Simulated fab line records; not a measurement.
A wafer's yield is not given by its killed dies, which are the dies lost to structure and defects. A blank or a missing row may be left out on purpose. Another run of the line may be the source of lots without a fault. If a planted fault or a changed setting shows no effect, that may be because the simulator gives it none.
8D (eight disciplines) problem report, filled in by code ; flow sky130 ; the parts of the form that need people (team, actions taken, sign-off) are left out

## 1. WHAT WENT WRONG
Wafers free of any fault read 1748 nm (standard deviation 24) for VIA4_HDPCVD_THK at SKY_VIA4_THK_MEAS_01, against a mean of 1873 nm on 3 wafers of 2 lots. Measured from the usual mean, that is +5.2 standard deviations.
The first sign was on wafer L947.4 at day 47 02:58, on film metro-02. The record has a number at this step for 33 wafers belonging to 11 lots. The rule behind "out" and "out of limits": a value lying over 4 standard deviations away from the usual mean. The rest of the wafers with a number are treated as sound.

## 2. WHAT IT IS AND WHAT IT IS NOT
question;is;is not
which readings at this step;VIA4_HDPCVD_THK;-
which lots;L947, L949;L928, L930, L931, L935, L936, L938, L939, L941, L950
which wafers of those lots;L947.4, L949.4, L949.5;L947.1, L947.3, L949.3
read on which gauges;film metro-02;film metro-01, film metro-04
when;from day 47 02:58;"up to then (26 sound wafers); but 4 sound wafers of L949, L950 came after"

## 3. SUSPECTS, AND WHAT RULES EACH OUT
Counting: a tool at a process step up to the reading stays a suspect if it ran every lot that is out. Sound lots after the first of them don't rule it out here, since some wafers of a struck lot are sound.
- ruled out: the gauge at SKY_VIA4_THK_MEAS_01. All the wafers that are out were read on film metro-02, but those of them that SKY_VIA4_HDPCVD_00 has rows for are out there too, on other tools.
- rie metal-04 at SKY_METAL4_DESCUM_15 (chemistry O2, time 8 s): kept. It ran every lot that is out, first L947 (day 47 01:49); its last sound lot up to then is L931 (day 43 04:04).
- hdpcvd-02 at SKY_VIA4_HDPCVD_00 (deposits SiO2, target thk 1750 nm, time 291.7 s): kept. It ran every lot that is out, first L947 (day 47 02:47); its last sound lot up to then is L935 (day 44 07:35). Its own readings are out on those wafers: run length s.
- The sound lot-mates ran in chamber 0 of rie metal-04 at SKY_METAL4_DESCUM_15, but the wafers that are out ran in chamber 1.
Left after counting: rie metal-04 at SKY_METAL4_DESCUM_15, hdpcvd-02 at SKY_VIA4_HDPCVD_00.

## 4. THE CAUSE (what the simulator had put in)
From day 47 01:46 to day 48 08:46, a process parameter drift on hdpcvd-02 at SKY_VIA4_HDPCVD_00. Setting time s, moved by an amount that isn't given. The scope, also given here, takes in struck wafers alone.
Of the 2 suspects that counting leaves, this tool is one.

## 5. THE EFFECT CHAIN, in route order
One row per reading whose mean, taken over the struck wafers that have a number, lies over 3 standard deviations from the usual. Only readings whose record carries a usual standard deviation are examined. hours: median over the lots of the time between each lot's start at the first step of this table that gives one and its start at this step. sigmas: the change, counted in usual standard deviations.
hours;step;reading;usual;on struck wafers;change;sigmas
0;SKY_VIA4_HDPCVD_00;run length s;319.3 s;340.5;+21.2;+42
0;SKY_VIA4_THK_MEAS_01;VIA4_HDPCVD_THK;1748 nm;1873;+125;+5.2
Process steps it contains:
- SKY_VIA4_HDPCVD_00: deposits SiO2, target thk 1750 nm, time 291.7 s.

## 6. HOW IT WOULD HAVE BEEN CAUGHT EARLIER
In this record the first reading out of limits at a measuring or inspecting step was taken at day 47 02:58, 1 hour after the fault began at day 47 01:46.
At SKY_VIA4_HDPCVD_00, the tool's own readings (run length s) were out on each struck wafer the step has a row for, so an alarm limit on them would have fired on the first such wafer.
Lots out: 2; of these, L949 started SKY_VIA4_HDPCVD_00 on hdpcvd-02 after day 47 02:58. Putting the tool on hold at that point would have spared it.
